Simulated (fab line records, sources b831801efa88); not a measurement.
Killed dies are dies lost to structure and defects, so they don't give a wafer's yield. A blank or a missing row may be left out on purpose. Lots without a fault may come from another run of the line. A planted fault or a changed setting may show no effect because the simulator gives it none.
Chamber matching | flow gf180mcu | GF_V2_CVD_02 on pecvd-02: 3 sister chambers
The step deposits SiO2 from TEOS, target thk 850 nm, time 94.851 s. 14 wafers are shown with their chamber, then 7 later ones without.

WAFERS WITH THEIR CHAMBER
wafer  | chamber | heater_power_w (W) | susceptor_temp_C (C)
L074.2 | 2       | 770                | 400.16
L074.3 | 1       | 691                | 399.88
L074.5 | 0       | 556                | 399.97
L075.1 | 1       | 740                | 399.72
L075.2 | 2       | 813                | 400.05
L075.4 | 0       | 458                | 400.06
L086.1 | 2       | 805                | 400.46
L086.2 | 0       | 547                | 399.94
L086.5 | 1       | 675                | 399.72
L088.1 | 0       | 471                | 400.12
L088.3 | 2       | 793                | 400.07
L088.4 | 0       | 526                | 400.17
L092.1 | 2       | 748                | 400.09
L092.2 | 0       | 556                | 399.89

SIGNATURES (means of the wafers above)
reading          | chamber 0 | chamber 1 | chamber 2 | scatter within a chamber
heater_power_w   | 519.00    | 702.00    | 785.80    | 36.6
susceptor_temp_C | 400.0250  | 399.7733  | 400.1660  | 0.132
Rule: a wafer's distance from a chamber is the root of the sum, over the readings, of the square of ((its reading less the chamber's mean) divided by the reading's scatter). The wafer belongs to the nearest chamber; if the next one is less than 2 further off, it can't be placed. The scatter: the root of (the sum of the squares of (reading less its chamber's mean) over the shown wafers, divided by (wafers less chambers)).

WAFERS WITHOUT THEIR CHAMBER
wafer  | heater_power_w (W) | susceptor_temp_C (C)
L092.4 | 579                | 399.82
L093.3 | 777                | 400.14
L093.4 | 462                | 400.35
L093.6 | 686                | 400.12
L095.2 | 815                | 400.18
L095.4 | 717                | 399.92
L095.6 | 461                | 399.99

WHICH CHAMBER EACH WENT THROUGH
wafer  | from the rows above          | in truth
L092.4 | can't be placed: 0 or 1      | 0
L093.3 | 2                            | 2
L093.4 | 0                            | 0
L093.6 | can't be placed: 1 or 2 or 0 | 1
L095.2 | 2                            | 2
L095.4 | can't be placed: 1 or 2      | 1
L095.6 | 0                            | 0
Placed correctly: 4 of 7. Can't be placed from these rows: 3 (the true chamber is among the candidates in 3). Placed wrongly: 0.
